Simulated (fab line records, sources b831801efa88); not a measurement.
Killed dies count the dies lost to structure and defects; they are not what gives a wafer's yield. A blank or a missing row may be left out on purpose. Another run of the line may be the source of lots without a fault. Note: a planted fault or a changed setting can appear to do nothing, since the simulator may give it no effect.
Which tool did it? :: flow gf180mcu :: 39 wafers from 13 lots sampled at 4 of the route's 602 steps

WHAT THE GAUGES READ, wafer by wafer
GF_MVPSD_TW_MEAS_11.
lot: L126
measured: day 5 02:49
on: film_metro-03
MVPSD_TW: 551 553 552

lot: L127
measured: day 5 06:51
on: film_metro-04
MVPSD_TW: 554 558 558

lot: L128
measured: day 5 12:35
on: film_metro-04
MVPSD_TW: 563 562 559

lot: L130
measured: day 6 01:31
on: film_metro-03
MVPSD_TW: 550 548 550

lot: L131
measured: day 6 09:58
on: film_metro-03
MVPSD_TW: 547 549 550

lot: L134
measured: day 6 23:51
on: film_metro-04
MVPSD_TW: 555 556 556

lot: L138
measured: day 8 00:43
on: film_metro-03
MVPSD_TW: 551 548 550

lot: L142
measured: day 8 21:01
on: film_metro-04
MVPSD_TW: 563 565 561

lot: L143
measured: day 9 05:18
on: film_metro-04
MVPSD_TW: 563 562 562

lot: L145
measured: day 9 18:55
on: film_metro-03
MVPSD_TW: 550 551 550

lot: L146
measured: day 10 00:10
on: film_metro-04
MVPSD_TW: 560 563 561

lot: L147
measured: day 10 06:18
on: film_metro-03
MVPSD_TW: 553 556 556

lot: L148
measured: day 10 10:18
on: film_metro-04
MVPSD_TW: 561 561 564

GF_VT_IMPLANT_RS_MEAS_49: measurement is done with a four-point probe.
lot: L126
measured: day 7 14:38
on: film_metro-03
MVPSD_RS (ohm/sq): 1171.2 1172.7 1174.5

lot: L127
measured: day 7 19:50
on: film_metro-04
MVPSD_RS (ohm/sq): 1167.3 1167.8 1165.2

lot: L128
measured: day 8 01:59
on: film_metro-04
MVPSD_RS (ohm/sq): 1164.7 1167.5 1169.0

lot: L130
measured: day 8 16:06
on: film_metro-04
MVPSD_RS (ohm/sq): 1172.9 1168.1 1172.5

lot: L131
measured: day 9 02:13
on: film_metro-04
MVPSD_RS (ohm/sq): 1166.0 1166.9 1166.0

lot: L134
measured: day 9 18:28
on: film_metro-03
MVPSD_RS (ohm/sq): 1170.0 1173.5 1170.3

lot: L138
measured: day 10 21:55
on: film_metro-02
MVPSD_RS (ohm/sq): 1170.2 1167.2 1164.2

lot: L142
measured: day 11 21:08
on: film_metro-04
MVPSD_RS (ohm/sq): 1169.2 1169.5 1170.5

lot: L143
measured: day 12 07:02
on: film_metro-04
MVPSD_RS (ohm/sq): 1164.4 1164.2 1167.2

lot: L145
measured: day 12 21:58
on: film_metro-02
MVPSD_RS (ohm/sq): 1169.2 1166.8 1168.2

lot: L146
measured: day 13 03:41
on: film_metro-02
MVPSD_RS (ohm/sq): 1164.7 1164.9 1164.3

lot: L147
measured: day 13 10:47
on: film_metro-03
MVPSD_RS (ohm/sq): 1166.0 1166.3 1169.3

lot: L148
measured: day 13 14:10
on: film_metro-04
MVPSD_RS (ohm/sq): 1171.4 1171.3 1170.8

GF_POLY_GATE_OVL_MEAS_11.
lot: L126
measured: day 9 04:38
on: overlay-02
POLY_GATE_OVL (nm): 2 -1 3

lot: L127
measured: day 9 10:50
on: overlay-02
POLY_GATE_OVL (nm): 12 6 13

lot: L128
measured: day 9 17:14
on: overlay-01
POLY_GATE_OVL (nm): 11 10 12

lot: L130
measured: day 10 07:17
on: overlay-02
POLY_GATE_OVL (nm): 6 6 5

lot: L131
measured: day 10 17:20
on: overlay-02
POLY_GATE_OVL (nm): 4 8 4

lot: L134
measured: day 11 11:56
on: overlay-01
POLY_GATE_OVL (nm): -1 8 2

lot: L138
measured: day 12 16:44
on: overlay-01
POLY_GATE_OVL (nm): 6 5 11

lot: L142
measured: day 13 18:53
on: overlay-01
POLY_GATE_OVL (nm): 12 6 11

lot: L143
measured: day 14 03:26
on: overlay-01
POLY_GATE_OVL (nm): 7 1 4

lot: L145
measured: day 14 19:20
on: overlay-01
POLY_GATE_OVL (nm): -1 6 9

lot: L146
measured: day 15 01:29
on: overlay-02
POLY_GATE_OVL (nm): 1 4 9

lot: L147
measured: day 15 09:55
on: overlay-02
POLY_GATE_OVL (nm): 1 6 8

lot: L148
measured: day 15 13:23
on: overlay-01
POLY_GATE_OVL (nm): 2 3 5

WHAT TOOL EACH LOT RAN ON (gives the tool, then ch and the chambers of the sampled wafers, and finally the start)
lot: L126
GF_DUAL_GATE_STRIP_13: plasma_asher-01 ch 0,1, day 8 08:02

lot: L127
GF_DUAL_GATE_STRIP_13: plasma_asher-03 ch 0,1, day 8 14:20

lot: L128
GF_DUAL_GATE_STRIP_13: plasma_asher-02 ch 0,1, day 8 20:59

lot: L130
GF_DUAL_GATE_STRIP_13: plasma_asher-02 ch 0,1, day 9 10:06

lot: L131
GF_DUAL_GATE_STRIP_13: plasma_asher-02 ch 0,1, day 9 20:53

lot: L134
GF_DUAL_GATE_STRIP_13: plasma_asher-03 ch 0,1, day 10 14:10

lot: L138
GF_DUAL_GATE_STRIP_13: plasma_asher-03 ch 0,1, day 11 18:03

lot: L142
GF_DUAL_GATE_STRIP_13: plasma_asher-01 ch 0,1, day 12 19:17

lot: L143
GF_DUAL_GATE_STRIP_13: plasma_asher-02 ch 0,1, day 13 03:59

lot: L145
GF_DUAL_GATE_STRIP_13: plasma_asher-01 ch 0,1, day 13 19:31

lot: L146
GF_DUAL_GATE_STRIP_13: plasma_asher-02 ch 0,1, day 14 01:01

lot: L147
GF_DUAL_GATE_STRIP_13: plasma_asher-01 ch 0,1, day 14 09:20

lot: L148
GF_DUAL_GATE_STRIP_13: plasma_asher-03 ch 0,1, day 14 12:03
- GF_DUAL_GATE_STRIP_13: strips in O2/N2.

WHAT THE TOOLS THEMSELVES READ (means of the sampled wafers that have a number; where no wafer has one, the mark that the record gives instead)
GF_DUAL_GATE_STRIP_13.
lot: L126
tool: plasma_asher-01
drypump_motor_current_A (A): 5.7
heater_power_w (W): 336
oes_product_au (a.u.): 0.716
platen_temp_c (C): 249.89
strip_time_to_endpoint_s (s): 12.64

lot: L127
tool: plasma_asher-03
drypump_motor_current_A (A): 5.4
heater_power_w (W): 387
oes_product_au (a.u.): 0.718
platen_temp_c (C): 249.93
strip_time_to_endpoint_s (s): 12.55

lot: L128
tool: plasma_asher-02
drypump_motor_current_A (A): 5.9
heater_power_w (W): 317
oes_product_au (a.u.): 0.714
platen_temp_c (C): 249.92
strip_time_to_endpoint_s (s): 12.61

lot: L130
tool: plasma_asher-02
drypump_motor_current_A (A): 5.9
heater_power_w (W): 322
oes_product_au (a.u.): 0.713
platen_temp_c (C): 250.00
strip_time_to_endpoint_s (s): 12.57

lot: L131
tool: plasma_asher-02
drypump_motor_current_A (A): 5.8
heater_power_w (W): 329
oes_product_au (a.u.): 0.714
platen_temp_c (C): 250.20
strip_time_to_endpoint_s (s): 12.61

lot: L134
tool: plasma_asher-03
drypump_motor_current_A (A): 5.6
heater_power_w (W): 380
oes_product_au (a.u.): 0.715
platen_temp_c (C): 250.12
strip_time_to_endpoint_s (s): 12.59

lot: L138
tool: plasma_asher-03
drypump_motor_current_A (A): 5.5
heater_power_w (W): 385
oes_product_au (a.u.): 0.858
platen_temp_c (C): 249.80
strip_time_to_endpoint_s (s): -

lot: L142
tool: plasma_asher-01
drypump_motor_current_A (A): 5.4
heater_power_w (W): 333
oes_product_au (a.u.): 0.717
platen_temp_c (C): 249.92
strip_time_to_endpoint_s (s): 12.68

lot: L143
tool: plasma_asher-02
drypump_motor_current_A (A): 5.9
heater_power_w (W): 326
oes_product_au (a.u.): 0.711
platen_temp_c (C): 250.07
strip_time_to_endpoint_s (s): 12.65

lot: L145
tool: plasma_asher-01
drypump_motor_current_A (A): 5.4
heater_power_w (W): 337
oes_product_au (a.u.): 0.715
platen_temp_c (C): 250.09
strip_time_to_endpoint_s (s): 12.59

lot: L146
tool: plasma_asher-02
drypump_motor_current_A (A): 5.9
heater_power_w (W): 324
oes_product_au (a.u.): 0.714
platen_temp_c (C): 249.99
strip_time_to_endpoint_s (s): 12.61

lot: L147
tool: plasma_asher-01
drypump_motor_current_A (A): 5.4
heater_power_w (W): 335
oes_product_au (a.u.): 0.711
platen_temp_c (C): 250.17
strip_time_to_endpoint_s (s): 12.61

lot: L148
tool: plasma_asher-03
drypump_motor_current_A (A): 5.4
heater_power_w (W): 386
oes_product_au (a.u.): 0.715
platen_temp_c (C): 249.79
strip_time_to_endpoint_s (s): 12.60

THE ANSWER, worked out from the rows above alone
Rule: the usual values come from the lots themselves. The widest of any qualifying gaps counts: lots, ordered by their means at a reading, are off when they make up no more than a third of the lots, leave a main group of 4 or more, and stand apart from it by 3 or more times the standard deviation of that group's means. A main group whose means are all the same, to the digits that the tables above print for the reading, isn't used. A lot without any number at a reading at which 4 lots or more have one is off too. Any other lot the step has rows for is counted as sound. First the gauges in route order, then the tools' own readings, where a lot's mean is used as printed above. At the first step where some lot is off, the reading lying furthest off is the one used; lots without a number count as furthest.
Off: L138, at GF_DUAL_GATE_STRIP_13 (strip_time_to_endpoint_s). Without a number there: L138. The main group has a mean of 12.61 s with a standard deviation of 0.034.
If a tool, at that step or one of the process steps before it, ran each lot that is off and ran no sound lot following the first of them, it fits. No candidate that was tried fits.

WHAT HAD BEEN PUT IN BY THE SIMULATOR
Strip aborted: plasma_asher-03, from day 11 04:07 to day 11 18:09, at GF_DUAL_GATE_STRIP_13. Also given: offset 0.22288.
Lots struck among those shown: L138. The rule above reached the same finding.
